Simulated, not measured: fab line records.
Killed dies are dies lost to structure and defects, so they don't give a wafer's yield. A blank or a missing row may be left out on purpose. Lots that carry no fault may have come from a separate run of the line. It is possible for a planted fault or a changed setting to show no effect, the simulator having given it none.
Which tool did it? || flow gf180mcu || 12 lots with 36 wafers sampled at 4 steps, on a route of 602 steps

== WHAT THE GAUGES READ, wafer by wafer ==
GF_STI_THK_MEAS_24.
{"lot": "L747", "measured": "day 2 03:11", "on": "filmMetro-03", "STI_CVD_23_THK (nm)": "654 645 656"}
{"lot": "L749", "measured": "day 2 14:12", "on": "filmMetro-01", "STI_CVD_23_THK (nm)": "650 669 658"}
{"lot": "L752", "measured": "day 3 06:10", "on": "filmMetro-03", "STI_CVD_23_THK (nm)": "646 661 657"}
{"lot": "L753", "measured": "day 3 11:33", "on": "filmMetro-03", "STI_CVD_23_THK (nm)": "642 649 648"}
{"lot": "L754", "measured": "day 3 15:47", "on": "filmMetro-04", "STI_CVD_23_THK (nm)": "602 600 604 602 600 605"}
{"lot": "L755", "measured": "day 3 20:52", "on": "filmMetro-01", "STI_CVD_23_THK (nm)": "657 657 652"}
{"lot": "L756", "measured": "day 4 01:16", "on": "filmMetro-03", "STI_CVD_23_THK (nm)": "643 642 645"}
{"lot": "L758", "measured": "day 4 13:14", "on": "filmMetro-04", "STI_CVD_23_THK (nm)": "607 606 610 606 606 610"}
{"lot": "L759", "measured": "day 4 17:03", "on": "filmMetro-01", "STI_CVD_23_THK (nm)": "651 647 656"}
{"lot": "L768", "measured": "day 6 18:52", "on": "filmMetro-03", "STI_CVD_23_THK (nm)": "650 654 650"}
{"lot": "L769", "measured": "day 6 21:08", "on": "filmMetro-04", "STI_CVD_23_THK (nm)": "643 650 642"}
{"lot": "L770", "measured": "day 7 03:40", "on": "filmMetro-03", "STI_CVD_23_THK (nm)": "647 651 645"}

GF_HV_LDD_CD_MEAS_46: target cd 400 nm.
{"lot": "L747", "measured": "day 12 07:58", "on": "cdSem-01", "cdNm (nm)": "392.6 394.9 396.2"}
{"lot": "L749", "measured": "day 12 21:38", "on": "cdSem-01", "cdNm (nm)": "396.2 396.4 396.1"}
{"lot": "L752", "measured": "day 13 23:25", "on": "cdSem-02", "cdNm (nm)": "399.0 396.3 398.0"}
{"lot": "L753", "measured": "day 14 09:25", "on": "cdSem-01", "cdNm (nm)": "393.9 397.1 394.6"}
{"lot": "L754", "measured": "day 14 22:08", "on": "cdSem-01", "cdNm (nm)": "396.9 399.8 396.9"}
{"lot": "L755", "measured": "day 15 02:37", "on": "cdSem-01", "cdNm (nm)": "401.3 401.2 399.4"}
{"lot": "L756", "measured": "day 15 07:10", "on": "cdSem-01", "cdNm (nm)": "397.3 397.3 397.5"}
{"lot": "L758", "measured": "day 16 03:38", "on": "cdSem-01", "cdNm (nm)": "398.1 400.3 394.6"}
{"lot": "L759", "measured": "day 16 08:02", "on": "cdSem-02", "cdNm (nm)": "395.3 396.0 395.1"}
{"lot": "L768", "measured": "day 19 14:10", "on": "cdSem-02", "cdNm (nm)": "399.1 400.7 401.1"}
{"lot": "L769", "measured": "day 19 19:52", "on": "cdSem-02", "cdNm (nm)": "402.2 399.4 399.8"}
{"lot": "L770", "measured": "day 20 06:59", "on": "cdSem-01", "cdNm (nm)": "395.7 391.4 394.8"}

== EACH LOT AND THE TOOL THAT RAN IT (in order: tool; ch and the chambers of the sampled wafers; start) ==
{"lot": "L747", "GF_STI_CVD_23": "hdpcvd-02 ch 0,2, day 2 03:06", "GF_HV_LDD_STRIP_22": "plasmaAsher-04 ch 0,1, day 10 17:46"}
{"lot": "L749", "GF_STI_CVD_23": "hdpcvd-02 ch 0,1,2, day 2 14:07", "GF_HV_LDD_STRIP_22": "plasmaAsher-04 ch 0,1, day 11 06:28"}
{"lot": "L752", "GF_STI_CVD_23": "hdpcvd-01 ch 1,2, day 3 06:05", "GF_HV_LDD_STRIP_22": "plasmaAsher-04 ch 0,1, day 12 06:30"}
{"lot": "L753", "GF_STI_CVD_23": "hdpcvd-02 ch 1,2, day 3 11:27", "GF_HV_LDD_STRIP_22": "plasmaAsher-02 ch 0,1, day 12 15:20"}
{"lot": "L754", "GF_STI_CVD_23": "hdpcvd-02 ch 1,2, day 3 15:43", "GF_HV_LDD_STRIP_22": "plasmaAsher-01 ch 0,1, day 13 03:26"}
{"lot": "L755", "GF_STI_CVD_23": "hdpcvd-01 ch 0,1,2, day 3 20:47", "GF_HV_LDD_STRIP_22": "plasmaAsher-01 ch 0,1, day 13 09:07"}
{"lot": "L756", "GF_STI_CVD_23": "hdpcvd-01 ch 0,1, day 4 01:11", "GF_HV_LDD_STRIP_22": "plasmaAsher-02 ch 0,1, day 13 12:24"}
{"lot": "L758", "GF_STI_CVD_23": "hdpcvd-02 ch 0,1,2, day 4 13:10", "GF_HV_LDD_STRIP_22": "plasmaAsher-02 ch 0,1, day 14 08:28"}
{"lot": "L759", "GF_STI_CVD_23": "hdpcvd-01 ch 0,1,2, day 4 16:58", "GF_HV_LDD_STRIP_22": "plasmaAsher-01 ch 0,1, day 14 11:57"}
{"lot": "L768", "GF_STI_CVD_23": "hdpcvd-02 ch 0,1, day 6 18:47", "GF_HV_LDD_STRIP_22": "plasmaAsher-02 ch 0,1, day 17 14:40"}
{"lot": "L769", "GF_STI_CVD_23": "hdpcvd-01 ch 1,2, day 6 21:03", "GF_HV_LDD_STRIP_22": "plasmaAsher-04 ch 0,1, day 17 18:42"}
{"lot": "L770", "GF_STI_CVD_23": "hdpcvd-01 ch 0,1,2, day 7 03:35", "GF_HV_LDD_STRIP_22": "plasmaAsher-04 ch 0,1, day 18 06:20"}
- GF_STI_CVD_23: deposits SiO2, target thk 650 nm, time 108.3 s.
- GF_HV_LDD_STRIP_22: strips in O2/N2.

== WHAT THE TOOLS THEMSELVES READ (means of the sampled wafers that have a number; where no wafer has one, the mark that the record gives instead) ==
GF_HV_LDD_STRIP_22.
{"lot": "L747", "tool": "plasmaAsher-04", "drypumpMotorCurrentA (A)": 5.64, "heaterPowerW (W)": 313, "oesProductAu (a.u.)": 0.712, "stripTimeToEndpointS (s)": 12.56}
{"lot": "L749", "tool": "plasmaAsher-04", "drypumpMotorCurrentA (A)": 5.50, "heaterPowerW (W)": 305, "oesProductAu (a.u.)": 0.718, "stripTimeToEndpointS (s)": 12.66}
{"lot": "L752", "tool": "plasmaAsher-04", "drypumpMotorCurrentA (A)": 5.49, "heaterPowerW (W)": 302, "oesProductAu (a.u.)": 0.718, "stripTimeToEndpointS (s)": 12.64}
{"lot": "L753", "tool": "plasmaAsher-02", "drypumpMotorCurrentA (A)": 6.05, "heaterPowerW (W)": 303, "oesProductAu (a.u.)": 0.717, "stripTimeToEndpointS (s)": 12.66}
{"lot": "L754", "tool": "plasmaAsher-01", "drypumpMotorCurrentA (A)": 5.88, "heaterPowerW (W)": 364, "oesProductAu (a.u.)": 0.716, "stripTimeToEndpointS (s)": 12.53}
{"lot": "L755", "tool": "plasmaAsher-01", "drypumpMotorCurrentA (A)": 5.69, "heaterPowerW (W)": 368, "oesProductAu (a.u.)": 0.708, "stripTimeToEndpointS (s)": 12.62}
{"lot": "L756", "tool": "plasmaAsher-02", "drypumpMotorCurrentA (A)": 5.95, "heaterPowerW (W)": 279, "oesProductAu (a.u.)": 0.714, "stripTimeToEndpointS (s)": 12.65}
{"lot": "L758", "tool": "plasmaAsher-02", "drypumpMotorCurrentA (A)": 6.05, "heaterPowerW (W)": 301, "oesProductAu (a.u.)": 0.715, "stripTimeToEndpointS (s)": 12.56}
{"lot": "L759", "tool": "plasmaAsher-01", "drypumpMotorCurrentA (A)": 5.70, "heaterPowerW (W)": 361, "oesProductAu (a.u.)": 0.719, "stripTimeToEndpointS (s)": 12.61}
{"lot": "L768", "tool": "plasmaAsher-02", "drypumpMotorCurrentA (A)": 6.04, "heaterPowerW (W)": 304, "oesProductAu (a.u.)": 0.718, "stripTimeToEndpointS (s)": 12.63}
{"lot": "L769", "tool": "plasmaAsher-04", "drypumpMotorCurrentA (A)": 5.62, "heaterPowerW (W)": 310, "oesProductAu (a.u.)": 0.718, "stripTimeToEndpointS (s)": 12.63}
{"lot": "L770", "tool": "plasmaAsher-04", "drypumpMotorCurrentA (A)": 5.50, "heaterPowerW (W)": 305, "oesProductAu (a.u.)": 0.712, "stripTimeToEndpointS (s)": 12.56}

== THE ANSWER, worked out from the rows above alone ==
Rule: the usual values come from the lots themselves. Put in order of their means at a reading, lots are off if they are a third of the lots or fewer, leave a main group of 4 or more, and stand apart from it by a gap of 3 or more times the standard deviation of the main group's means; of several such gaps the widest counts. A main group whose means are all the same, to the digits that the tables above print for the reading, isn't used. Also off: a lot with no number at a reading for which 4 or more lots have one. Where the step has rows for the other lots, those lots are counted as sound. The gauges are gone through in route order, then the tools' own readings, and for those a lot's mean is taken as printed above. At the first step where some lot is off, the reading lying furthest off is the one used; lots without a number count as furthest.
Off: at GF_STI_THK_MEAS_24 (STI_CVD_23_THK), L754, L758. The main group has a mean of 651 nm with a standard deviation of 4.7.
A tool fits if, at a process step before that reading, it ran every lot that is off, and no sound lot after the first of them. Gauges at GF_STI_THK_MEAS_24: tried the same way as those tools. No candidate that was tried fits.

== WHAT THE SIMULATOR HAD PUT IN ==
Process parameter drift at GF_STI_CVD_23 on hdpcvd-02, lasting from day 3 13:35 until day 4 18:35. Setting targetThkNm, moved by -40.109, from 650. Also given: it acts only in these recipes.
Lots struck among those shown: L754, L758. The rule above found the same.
